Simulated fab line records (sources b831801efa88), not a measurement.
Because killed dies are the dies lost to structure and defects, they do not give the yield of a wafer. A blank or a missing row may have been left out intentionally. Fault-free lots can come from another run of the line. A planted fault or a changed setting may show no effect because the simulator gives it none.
Matching of chambers || flow sky130 || 4 sister chambers for SKY_VIA2_ETCH_15 on rie_diel-04
The step etches SiO2 in C4F8/O2/Ar, stops on TiN, target depth 546 nm, time 84 s. 8 wafers are shown with their chamber, then 12 later ones without.

## WAFERS, EACH WITH ITS CHAMBER
{"wafer": "L086.2", "chamber": 0, "oes_product_au (a.u.)": 0.939}
{"wafer": "L086.3", "chamber": 2, "oes_product_au (a.u.)": 0.942}
{"wafer": "L086.4", "chamber": 3, "oes_product_au (a.u.)": 0.935}
{"wafer": "L086.5", "chamber": 0, "oes_product_au (a.u.)": 0.938}
{"wafer": "L086.6", "chamber": 2, "oes_product_au (a.u.)": 0.941}
{"wafer": "L088.1", "chamber": 3, "oes_product_au (a.u.)": 0.938}
{"wafer": "L088.4", "chamber": 1, "oes_product_au (a.u.)": 0.940}
{"wafer": "L088.5", "chamber": 1, "oes_product_au (a.u.)": 0.936}

## WAFERS WITHOUT THEIR CHAMBER
{"wafer": "L092.1", "oes_product_au (a.u.)": 0.940}
{"wafer": "L092.2", "oes_product_au (a.u.)": 0.940}
{"wafer": "L092.3", "oes_product_au (a.u.)": 0.933}
{"wafer": "L092.4", "oes_product_au (a.u.)": 0.939}
{"wafer": "L092.5", "oes_product_au (a.u.)": 0.941}
{"wafer": "L092.6", "oes_product_au (a.u.)": 0.939}
{"wafer": "L093.2", "oes_product_au (a.u.)": 0.943}
{"wafer": "L093.3", "oes_product_au (a.u.)": 0.944}
{"wafer": "L093.5", "oes_product_au (a.u.)": 0.939}
{"wafer": "L096.3", "oes_product_au (a.u.)": 0.940}
{"wafer": "L096.5", "oes_product_au (a.u.)": 0.937}
{"wafer": "L096.6", "oes_product_au (a.u.)": 0.935}

## CHAMBER TAKEN BY EACH
{"wafer": "L092.1", "from the rows above": "can't be placed: 0 or 2 or 1 or 3", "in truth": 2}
{"wafer": "L092.2", "from the rows above": "can't be placed: 0 or 2 or 1 or 3", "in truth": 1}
{"wafer": "L092.3", "from the rows above": "can't be placed: 3 or 1 or 0", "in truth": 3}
{"wafer": "L092.4", "from the rows above": "can't be placed: 0 or 1 or 3 or 2", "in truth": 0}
{"wafer": "L092.5", "from the rows above": "can't be placed: 2 or 0 or 1", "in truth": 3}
{"wafer": "L092.6", "from the rows above": "can't be placed: 0 or 1 or 3 or 2", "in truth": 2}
{"wafer": "L093.2", "from the rows above": "can't be placed: 2 or 0 or 1", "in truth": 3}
{"wafer": "L093.3", "from the rows above": "can't be placed: 2 or 0 or 1", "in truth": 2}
{"wafer": "L093.5", "from the rows above": "can't be placed: 0 or 1 or 3 or 2", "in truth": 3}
{"wafer": "L096.3", "from the rows above": "can't be placed: 0 or 2 or 1 or 3", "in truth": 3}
{"wafer": "L096.5", "from the rows above": "can't be placed: 3 or 1 or 0", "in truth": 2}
{"wafer": "L096.6", "from the rows above": "can't be placed: 3 or 1 or 0", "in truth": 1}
Correctly placed: 0 of 12. Not placeable from these rows: 12 (in 9, the candidates include the true chamber). Number placed wrongly: 0.
How it was worked out, from the rows above alone: a wafer's distance from a chamber is the root of the sum, over the readings, of the square of ((its reading less the chamber's mean) divided by the reading's scatter). If the next closest chamber is less than 2 further off than the closest, the wafer can't be placed; otherwise it belongs to the closest. The mean given for a chamber averages the wafers shown for that chamber. How the scatter is found: for the shown wafers, subtract from each reading the mean of its chamber, square and add these, divide the total by (wafers less chambers), then take the root.
